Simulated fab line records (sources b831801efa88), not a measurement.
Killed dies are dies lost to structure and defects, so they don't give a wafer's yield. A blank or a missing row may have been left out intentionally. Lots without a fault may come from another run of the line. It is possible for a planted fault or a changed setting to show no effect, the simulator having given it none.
Struck lot and sound lot, side by side -- flow sky130 -- 14 steps out of a route of 708
Sound: the wafers L697.3, L697.4, L697.6. Struck: wafers L688.2, L688.4, L688.6. The cause is given at the end.
Each step with rows lists, per side, the tool, then ch with its chambers, then its first start. Under that, the readings that differ: sound wafers -- struck wafers -- difference of the means -- sigmas: that difference in standard deviations of wafers without a fault.
alike: a reading whose means differ by less than 2 such deviations, as well as words and numbers matching on both sides. not compared: withheld readings; readings where some wafer has no value; bounds like >300 that might hide an equal value; numbers whose values overlap and for which the record gives no deviation.
A row with sigmas, a row that says differs or no value, or rows on one side alone: a step with any of these is where the two part. Numbers that don't overlap but have no deviation are shown without sigmas and don't part them. A reading missing from all wafers of one side parts the sides only when that side holds two or more wafers.

first, 8 steps without rows for these wafers: SKY_POLY_CUT_DEHYDRATE_00 (time 60 s); SKY_POLY_CUT_HMDS_01 (prime time 60 s); SKY_POLY_CUT_COAT_02 (resist thk 60 nm); SKY_POLY_CUT_COAT_03 (resist thk 450 nm); SKY_POLY_CUT_SOFTBAKE_04 (time 90 s); SKY_POLY_CUT_EXPOSE_05 (exposes mask NPCM, target cd 270 nm); SKY_POLY_CUT_PEB_06; SKY_POLY_CUT_DEVELOP_07 (develop time 60 s).
SKY_POLY_CUT_CD_MEAS_08: target cd 270 nm.
  sound on cd-sem-02, day 31 16:50; struck on cd-sem-01, day 29 00:44
  alike: cd-nm
SKY_POLY_CUT_OVL_MEAS_09:
  sound on overlay-01, day 31 16:56; struck on overlay-01, day 29 00:50
  alike: POLY_CUT_OVL
SKY_POLY_CUT_ETCH_10: etches BARC in N2/H2, stops on SiO2, time 45.9 s, target depth 60 nm.
  sound on rie-diel-01 ch 2,3, day 31 16:57; struck on rie-diel-03 ch 0,3, day 29 00:52
  alike: drypump-motor-current-A, oes-product-au, throttle-valve-pct
  not compared: rf-hours-counter-h
SKY_POLY_CUT_ETCH_11: etches Si3N4 in CF4/CH2F2/Ar, stops on poly-Si, time 42.5 s, target depth 60 nm.
  sound on rie-diel-01 ch 2,3, day 31 17:00; struck on rie-diel-03 ch 0,3, day 29 00:55
  alike: drypump-motor-current-A, oes-product-au, throttle-valve-pct
  not compared: rf-hours-counter-h
SKY_POLY_CUT_STRIP_12: strips in O2/N2.
  sound on plasma-asher-04 ch 0,1, day 31 17:04; struck on plasma-asher-04 ch 1, day 29 00:57
  no value came back on the struck wafers for chamber-pressure-mTorr (mTorr), drypump-motor-current-A (A), oes-product-au (a.u.), strip-time-to-endpoint-s (s); on the sound wafers chamber-pressure-mTorr (mTorr) reads 1500.8 1501.8 1501.5
reading,sound,struck,difference,sigmas
model.KrF-thick_of_POLY_CUT_COAT_03.thk-nm (nm),0 0 0,408.9 410.1 410.8,+409.9,
  not compared: rf-hours-counter-h
-- record jumps: 20 days separate the struck wafers' starts on either side; left off in module POLY_CUT, taken up again in module PAD_OPEN, whose first shown step is the route's number 708 --
SKY_PAD_OPEN_PROBE_99:
  sound on prober-02, day 50 16:35; struck on prober-01, day 49 02:23
reading,sound,struck,difference,sigmas
killed-at-front-end,14 11 16,422 421 434,+412,+99 or more
killed-dies,79 94 92,492 492 492,+404,+47
killed-on-rim,13 18 19,96 96 96,+79,+20
  alike: killed_at_M0_to_M3, killed_at_M4_up, killed-at-contacts, killed-at-other, killed-open, killed-short

## WHERE THEY PART
Last at SKY_PAD_OPEN_PROBE_99 as far as this record goes, first at SKY_POLY_CUT_STRIP_12.

WHY: what had been put in by the simulator
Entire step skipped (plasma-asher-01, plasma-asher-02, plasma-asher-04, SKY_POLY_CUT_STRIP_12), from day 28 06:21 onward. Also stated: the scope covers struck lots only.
